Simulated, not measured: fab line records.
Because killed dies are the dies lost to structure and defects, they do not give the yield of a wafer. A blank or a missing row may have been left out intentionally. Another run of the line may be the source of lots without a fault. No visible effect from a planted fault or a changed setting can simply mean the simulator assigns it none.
Commonality check across tools -- flow sky130 -- Sampled: 13 lots, 39 wafers

## WHAT PROMPTED THE OPENING
At SKY_GATE_OXIDE_OVL_MEAS_10 the reading GATE_OXIDE_OVL is flagged on 3 of 13 lots. No-fault wafers: -1.0 nm, standard deviation 1.3.
Rule: a lot is flagged in two cases, either no wafer of it has a number, or all its wafers with numbers fall more than 4 standard deviations from that mean. The rest of the lots are taken to be sound.

lot,measured,on,"GATE_OXIDE_OVL (nm), wafer by wafer",flag
L304,day 14 00:52,overlay-01,1.7 1.8 0.9,
L305,day 14 04:37,overlay-02,-1.3 -0.9 -0.7,
L307,day 14 20:11,overlay-02,-0.8 -0.9 -1.3,
L309,day 15 16:46,overlay-01,0.6 -0.6 1.0,
L311,day 16 12:22,overlay-02,0.7 1.5 1.8,
L312,day 16 16:25,overlay-02,-183.9 -185.1 -184.5,FLAGGED
L313,day 17 01:16,overlay-02,-184.4 -185.3 -185.7,FLAGGED
L314,day 17 07:58,overlay-01,1.7 0.6 2.0,
L317,day 18 15:04,overlay-01,-2.7 -3.7 -1.6,
L318,day 18 19:28,overlay-02,-184.7 -183.9 -185.5,FLAGGED
L319,day 19 06:10,overlay-02,-1.7 -0.6 -1.0,
L321,day 20 01:22,overlay-01,-1.2 -3.4 -0.1,
L323,day 20 16:11,overlay-01,0.7 0.8 1.2,
Flagged lots average -184.8 nm: -183.8 nm relative to the usual, that is -99 or more standard deviations.

## WHICH TOOL RAN EACH LOT
Before the reading, the record contains 2 process steps out of a 708-step route. Each cell gives the tool, then ch followed by the chambers the sampled wafers passed through, then the start.
lot,flag,SKY_SONOS_ONO_ETCH_15,SKY_GATE_OXIDE_EXPOSE_07
L304,,"rie_diel-02 ch 0,1,3, day 12 20:28","iline_stepper-01 ch 0, day 13 12:07"
L305,,"rie_diel-01 ch 0,2, day 13 01:07","iline_stepper-01 ch 0, day 13 16:05"
L307,,"rie_diel-04 ch 0,3, day 13 15:37","iline_stepper-01 ch 0, day 14 07:23"
L309,,"rie_diel-02 ch 2,3, day 14 11:04","iline_stepper-02 ch 0, day 15 02:59"
L311,,"rie_diel-04 ch 0,1,2, day 15 05:25","iline_stepper-02 ch 0, day 15 22:13"
L312,FLAGGED,"rie_diel-01 ch 0,1,3, day 15 10:13","iline_stepper-02 ch 0, day 16 02:38"
L313,FLAGGED,"rie_diel-04 ch 1,2, day 15 17:16","iline_stepper-02 ch 0, day 16 10:56"
L314,,"rie_diel-01 ch 0,2,3, day 16 01:28","iline_stepper-01 ch 0, day 16 17:26"
L317,,"rie_diel-01 ch 0,1,3, day 17 06:10","iline_stepper-01 ch 0, day 17 23:40"
L318,FLAGGED,"rie_diel-02 ch 2,3, day 17 11:25","iline_stepper-02 ch 0, day 18 04:02"
L319,,"rie_diel-01 ch 0,1,3, day 17 18:46","iline_stepper-01 ch 0, day 18 15:08"
L321,,"rie_diel-04 ch 0,2,3, day 18 14:58","iline_stepper-01 ch 0, day 19 09:53"
L323,,"rie_diel-01 ch 0,1,3, day 19 05:13","iline_stepper-01 ch 0, day 20 01:12"
What these steps do:
- SKY_SONOS_ONO_ETCH_15: etches the open film in CHF3/O2, target depth 19.52 nm, time 7.8 s.
- SKY_GATE_OXIDE_EXPOSE_07: exposes mask LVOM, target cd 600 nm.
- SKY_GATE_OXIDE_OVL_MEAS_10

## FLAGGED AGAINST TOTAL, ONE TOOL AT A TIME (gauges that did the reading follow at the end)
step,tool,lots run,flagged,share of the flagged lots,sound lots run after its first flagged lot
SKY_SONOS_ONO_ETCH_15,rie_diel-01,6,1,some,"4 (L314,L317,L319,L323)"
SKY_SONOS_ONO_ETCH_15,rie_diel-02,3,1,some,0
SKY_SONOS_ONO_ETCH_15,rie_diel-04,4,1,some,1 (L321)
SKY_GATE_OXIDE_EXPOSE_07,iline_stepper-01,8,0,none,-
SKY_GATE_OXIDE_EXPOSE_07,iline_stepper-02,5,3,all,0
SKY_GATE_OXIDE_OVL_MEAS_10,overlay-01,6,0,none,-
SKY_GATE_OXIDE_OVL_MEAS_10,overlay-02,7,3,all,1 (L319)

## WHAT THE TABLE ALLOWS
Rows of the table that ran all the flagged lots, 2 in number: iline_stepper-02 at SKY_GATE_OXIDE_EXPOSE_07; overlay-02 at SKY_GATE_OXIDE_OVL_MEAS_10.
- iline_stepper-02 at SKY_GATE_OXIDE_EXPOSE_07 ran 5 lots, 3 of them flagged. Last sound lot L311 at day 15 22:13, first flagged lot L312 at day 16 02:38; a fault beginning in between fits.
- overlay-02 at SKY_GATE_OXIDE_OVL_MEAS_10 ran 7 lots, 3 of them flagged. Sound lots ran on it after the first flagged one (L319), which a lasting fault on the whole tool wouldn't allow.
What remains is a single tool, iline_stepper-02 at SKY_GATE_OXIDE_EXPOSE_07.

## WHAT THE SIMULATOR HAD INSERTED
Scanner matching overlay: iline_stepper-02, from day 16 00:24 on, at SKY_GATE_OXIDE_EXPOSE_07. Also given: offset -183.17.
Struck lots among those shown: L312, L313, L318. The rule above found the same.
